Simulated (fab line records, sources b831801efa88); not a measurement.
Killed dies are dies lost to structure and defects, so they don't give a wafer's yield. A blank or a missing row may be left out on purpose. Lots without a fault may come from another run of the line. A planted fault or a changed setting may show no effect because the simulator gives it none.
Problem report in the 8D (eight disciplines) form, filled by code | flow sky130 | the parts of the form that need people (team, actions taken, sign-off) are left out

1. THE PROBLEM
killed_at_M0_to_M3 at SKY_PAD_OPEN_PROBE_99 reads a mean of 91 on 3 wafers of 2 lots; wafers without a fault read 43 with a standard deviation of 6.8. That is +7.1 standard deviations from the usual mean.
First seen on wafer L272.2, day 49 18:35, on prober-02. The record holds 6 wafers of 2 lots with a number at this step. Rule for "out", or "out of limits": more than 4 standard deviations from the usual mean. The other wafers with a number count as sound.

2. WHAT IT IS AND WHAT IT IS NOT
question                    | is                                       | is not
which readings at this step | killed_at_M0_to_M3, sort_bin_3_pad_short | killed_at_M4_up, killed_at_contacts, killed_at_front_end, killed_at_other, killed_short, sort_bin_6_memory
which lots                  | L272, L273                               | -
which wafers of those lots  | L272.2, L273.2, L273.4                   | L272.1, L272.3, L273.1
read on which tools         | prober-01, prober-02                     | -
when                        | from day 49 18:35                        | up to then (1 sound wafer); but 2 sound wafers of L272, L273 came after

3. SUSPECTS, AND WHAT RULES EACH OUT
Counting: a tool at a process step up to the reading stays a suspect if it ran every lot that is out. Sound lots after the first of them don't rule it out here, since some wafers of a struck lot are sound.
- rie_metal-03 at SKY_METAL3_METAL_ETCH_18 (etches the open film in Cl2/BCl3, stops on SiO2, target depth 845 nm, time 183.1 s): kept. It ran every lot that is out, first L272 (day 43 08:48).
- Within rie_metal-03 at SKY_METAL3_METAL_ETCH_18: the wafers that are out ran in chamber 1; their sound lot-mates ran in chamber 0.
Left after counting: rie_metal-03 at SKY_METAL3_METAL_ETCH_18.

4. THE CAUSE (what the simulator had put in)
Chamber particle source: rie_metal-03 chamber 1, from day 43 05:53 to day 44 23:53, at SKY_METAL3_METAL_ETCH_18. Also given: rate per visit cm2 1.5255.
Counting left only this tool.

5. THE CHAIN OF EFFECTS, in route order
Each row: a reading whose mean over the struck wafers that have a number lies more than 3 standard deviations from the usual. Only readings for which the record gives a usual standard deviation are gone through. hours: the time from each lot's start at the first step in this table that gives one to its start at this step, as a median over the lots. sigmas: the change in usual standard deviations.
hours | step                  | reading              | usual  | on struck wafers | change | sigmas
0     | SKY_PAD_OPEN_PROBE_99 | defect_limited_yield | 82.5 % | 74.5             | -8.0   | -4.2
0     | SKY_PAD_OPEN_PROBE_99 | killed_at_M0_to_M3   | 43     | 91               | +48    | +7.1
0     | SKY_PAD_OPEN_PROBE_99 | killed_dies          | 86     | 126              | +40    | +4.1
0     | SKY_PAD_OPEN_PROBE_99 | sort_bin_3_pad_short | 0.9 %  | 4.0              | +3.1   | +7.3
0     | SKY_PAD_OPEN_PROBE_99 | sort_bin_5_function  | 10.3 % | 15.2             | +4.9   | +3.2
0     | SKY_PAD_OPEN_PROBE_99 | sort_n_pass          | 406    | 366              | -40    | -4.1
0     | SKY_PAD_OPEN_PROBE_99 | sort_yield_pct       | 82.5 % | 74.5             | -8.0   | -4.2
The process steps in it:
- SKY_PAD_OPEN_PROBE_99

6. WHAT WOULD HAVE CAUGHT IT SOONER
In this record the first reading out of limits was taken at day 49 18:35, 157 hours after the fault began at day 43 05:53.
Of the tool readings at SKY_METAL3_METAL_ETCH_18 for which the record gives a usual standard deviation, none was out on any struck wafer, so an alarm limit of 4 standard deviations on them would not have fired.
All the lots that are out (2) had begun SKY_METAL3_METAL_ETCH_18 on rie_metal-03 by day 49 18:35. A hold on the tool at that time would have spared none of them.
